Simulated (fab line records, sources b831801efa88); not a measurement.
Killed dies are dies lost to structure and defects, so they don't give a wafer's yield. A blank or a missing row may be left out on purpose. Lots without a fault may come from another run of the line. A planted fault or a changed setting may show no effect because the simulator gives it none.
One fault seen from 2 desks | flow sky130 | each desk has only its own numbers; what lay behind them comes last

THE TOOL OWNER'S DESK: rie_metal-02
The tool's own readings at SKY_METAL4_METAL_ETCH_18 (etches the open film in Cl2/BCl3, stops on SiO2, target depth 845 nm, time 183.1 s): means of the sampled wafers that have a number, for each lot that ran on this tool. A lot is out of limits, marked OUT, if its mean lies more than 4 standard deviations from the usual mean; the brackets give that distance.
Columns: A = drypump_motor_current_A at SKY_METAL4_METAL_ETCH_18, usual 5.8 A; B = oes_product_au at SKY_METAL4_METAL_ETCH_18, usual 0.868 a.u.; C = throttle_valve_pct at SKY_METAL4_METAL_ETCH_18, usual 22.264 %
lot  | first seen here | A   | B     | C
L623 | day 41 18:22    | 6.0 | 0.873 | 22.262
L624 | day 42 10:07    | 6.0 | 0.871 | 22.273
L628 | day 43 17:17    | 6.1 | 0.869 | 22.268
L629 | day 44 01:07    | 6.1 | 0.868 | 22.255
L638 | day 46 03:46    | 5.8 | 0.871 | 22.261
L642 | day 47 01:10    | 5.9 | 0.868 | 22.260
L643 | day 47 06:19    | 5.9 | 0.866 | 22.268
L645 | day 47 14:25    | 6.1 | 0.874 | 22.267
This desk's finding: nothing out of limits on any of the 8 lots.

THE METROLOGY DESK
What the gauges read, lot by lot, whatever tool the lot ran on: means of the sampled wafers that have a number. A lot is out of limits, marked OUT, if its mean lies more than 4 standard deviations from the usual mean; the brackets give that distance.
Columns: A = VIA4_W_RS at SKY_VIA4_RS_MEAS_19, usual 0.2270 ohm/sq
lot  | first seen here | A
L623 | day 42 20:24    | 0.2254
L624 | day 43 11:56    | 0.2283
L625 | day 43 17:46    | 0.2254
L628 | day 44 17:58    | 0.2269
L629 | day 45 01:26    | 0.2258
L638 | day 47 02:33    | 0.2276
L639 | day 47 03:38    | 0.2302
L640 | day 47 10:21    | 0.2278
L641 | day 47 16:21    | 0.2253
L642 | day 47 23:33    | 0.2265
L643 | day 48 03:58    | 0.2252
L645 | day 48 11:58    | 0.2269
This desk's finding: nothing out of limits on any of the 12 lots.

PUT TOGETHER
The tool owner's desk saw nothing out of limits.
The metrology desk saw nothing out of limits.

WHAT THE SIMULATOR HAD PUT IN
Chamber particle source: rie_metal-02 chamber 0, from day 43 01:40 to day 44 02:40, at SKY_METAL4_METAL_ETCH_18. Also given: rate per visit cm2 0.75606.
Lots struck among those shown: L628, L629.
